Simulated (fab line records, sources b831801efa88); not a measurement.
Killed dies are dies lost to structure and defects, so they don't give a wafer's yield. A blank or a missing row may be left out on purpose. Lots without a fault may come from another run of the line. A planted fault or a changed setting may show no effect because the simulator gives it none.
A struck lot beside a sound one | flow sky130 | 17 steps out of a route of 708
Sound: wafers L202.1, L202.5, L202.6. Struck: wafers L200.3, L200.4. The cause comes at the end.
At each step with rows: each side's tool, then ch and its chambers, then its first start. Under that, the readings that differ: sound wafers | struck wafers | difference of the means | sigmas: that difference in standard deviations of wafers without a fault.
alike: readings whose means differ by less than 2 such deviations, and words and numbers that are the same on both sides. not compared: withheld readings, readings that some wafer has no value for, bounds like >300 that may hide the same value, and numbers for which the record gives no deviation and whose values overlap.
The two part at a step that has a row with sigmas, a row that says differs or no value, or rows on one side only. Numbers that don't overlap but have no deviation are shown without sigmas and don't part them. A reading that every wafer of one side lacks parts them only if that side has two wafers or more.

first, 2 steps without rows for these wafers: SKY_NWELL_IMPLANT_12; SKY_NWELL_IMPLANT_13.
SKY_NWELL_STRIP_14: strips in O2/N2.
  sound on plasma_asher-04 ch 0,1, day 9 13:55; struck on plasma_asher-02 ch 0,1, day 9 02:50
  reading                      | sound             | struck      | difference | sigmas
  strip_time_to_endpoint_s (s) | 37.01 37.09 37.13 | 36.81 36.83 | -0.26      | -2
  alike: drypump_motor_current_A, oes_product_au
  not compared: rf_hours_counter_h
SKY_NWELL_TW_MEAS_15:
  sound on film_metro-03, day 9 14:01; struck on film_metro-04, day 9 02:55
  alike: NWELL_TW
then, 7 steps without rows for these wafers: SKY_NWELL_DEHYDRATE_16 (time 60 s); SKY_NWELL_HMDS_17 (prime time 60 s); SKY_NWELL_COAT_18 (resist thk 3000 nm); SKY_NWELL_SOFTBAKE_19; SKY_NWELL_EXPOSE_20 (exposes mask NWM COMPLEMENT, target cd 840 nm); SKY_NWELL_PEB_21; SKY_NWELL_DEVELOP_22 (develop time 60 s).
SKY_NWELL_OVL_MEAS_23:
  sound on overlay-02, day 10 11:43; struck on overlay-02, day 10 00:01
  alike: NWELL_01_OVL
SKY_NWELL_IMPLANT_24:
  sound on implanter-01 ch 0, day 10 11:45; struck on implanter-02 ch 0, day 10 00:06
  reading            | sound            | struck    | difference | sigmas
  beam_on_s (s)      | 10.48 10.22 9.97 | 8.13 8.19 | -2.06      | -11
  faraday_current_uA | 49.2 50.8 51.9   | 64.0 63.2 | +13.0      | +13
SKY_NWELL_STRIP_25: strips in O2/N2.
  sound on plasma_asher-04 ch 0,1, day 10 11:54; struck on plasma_asher-04 ch 0,1, day 10 00:14
  reading                      | sound             | struck      | difference | sigmas
  strip_time_to_endpoint_s (s) | 36.99 37.08 37.03 | 36.86 36.78 | -0.21      | -2
  alike: drypump_motor_current_A, oes_product_au
  not compared: rf_hours_counter_h
SKY_NWELL_TW_MEAS_26:
  sound on film_metro-01, day 10 12:00; struck on film_metro-01, day 10 00:19
  reading    | sound       | struck  | difference | sigmas
  NWELL_2_TW | 500 502 501 | 468 473 | -30        | -9
then, 1 step without rows for these wafers: SKY_NWELL_CLEAN_27 (cleans in SC1/SC2, time 150 s).
SKY_PAD_OPEN_PROBE_99:
  the record has rows for the sound wafers here (prober-01, day 50 10:51) and none for the struck ones

WHERE THEY PART
First at SKY_NWELL_STRIP_14; last, within this record, at SKY_PAD_OPEN_PROBE_99.

WHY: what the simulator had put in
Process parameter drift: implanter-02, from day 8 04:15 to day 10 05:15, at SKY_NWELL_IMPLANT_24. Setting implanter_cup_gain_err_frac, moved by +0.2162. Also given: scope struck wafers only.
